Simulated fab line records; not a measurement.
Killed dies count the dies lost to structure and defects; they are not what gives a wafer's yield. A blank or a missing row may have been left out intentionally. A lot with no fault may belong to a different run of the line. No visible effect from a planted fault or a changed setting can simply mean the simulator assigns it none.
The tool behind it: which one? | flow sky130 | 6 lots, 18 wafers sampled, at 4 steps of a route of 708

## WHAT THE GAUGES SHOWED, per wafer
SKY_VT_ADJUST_HVTR_OVL_MEAS_08.
lot  | measured     | on         | VT_ADJUST_HVTR_OVL (nm)
L287 | day 10 07:38 | overlay-01 | -2.6 -2.7 -4.4
L291 | day 11 09:20 | overlay-02 | 1.1 -0.3 -0.3
L293 | day 11 23:35 | overlay-01 | 1.9 1.1 2.0
L301 | day 14 10:40 | overlay-01 | 0.3 -1.7 0.1
L304 | day 15 09:21 | overlay-02 | -0.9 -0.6 -1.0
L308 | day 17 02:54 | overlay-01 | -0.9 -0.8 -0.7

## WHICH TOOL RAN EACH LOT (tool, then ch and the chambers of the sampled wafers, then the start)
lot  | SKY_FIELD_ISO_STRIP_16              | SKY_NWELL_SOFTBAKE_06             | SKY_NWELL_STRIP_14
L287 | plasma_asher-03 ch 0,1, day 2 15:26 | litho_track-04 ch 0, day 4 20:40  | plasma_asher-02 ch 0,1, day 5 05:52
L291 | plasma_asher-03 ch 0,1, day 3 14:35 | litho_track-02 ch 0, day 5 16:47  | plasma_asher-02 ch 0,1, day 6 02:29
L293 | plasma_asher-01 ch 0,1, day 4 00:25 | litho_track-03 ch 0, day 6 03:34  | plasma_asher-03 ch 0,1, day 6 12:41
L301 | plasma_asher-03 ch 0,1, day 5 16:50 | litho_track-02 ch 0, day 8 00:05  | plasma_asher-01 ch 0,1, day 8 10:46
L304 | plasma_asher-01 ch 0,1, day 6 08:25 | litho_track-04 ch 0, day 8 17:16  | plasma_asher-02 ch 1, day 9 04:56
L308 | plasma_asher-04 ch 0,1, day 7 11:16 | litho_track-04 ch 0, day 10 00:52 | plasma_asher-03 ch 0,1, day 10 12:37
- SKY_FIELD_ISO_STRIP_16: strips in O2/N2.
- SKY_NWELL_SOFTBAKE_06
- SKY_NWELL_STRIP_14: strips in O2/N2.

## THE ANSWER, worked out from the rows above alone
Rule: the usual values come from the lots themselves. Put in order of their means at a reading, lots are off if they are a third of the lots or fewer, leave a main group of 4 or more, and stand apart from it by a gap of 3 or more times the standard deviation of the main group's means; of several such gaps the widest counts. A main group is skipped when, at the precision printed for the reading in the tables above, its means are all equal. Also off: a lot with no number at a reading for which 4 or more lots have one. Any other lot the step has rows for is counted as sound.
Across all readings shown, no lot is off: no conclusion can be drawn from this.

## WHAT THE SIMULATOR PUT IN
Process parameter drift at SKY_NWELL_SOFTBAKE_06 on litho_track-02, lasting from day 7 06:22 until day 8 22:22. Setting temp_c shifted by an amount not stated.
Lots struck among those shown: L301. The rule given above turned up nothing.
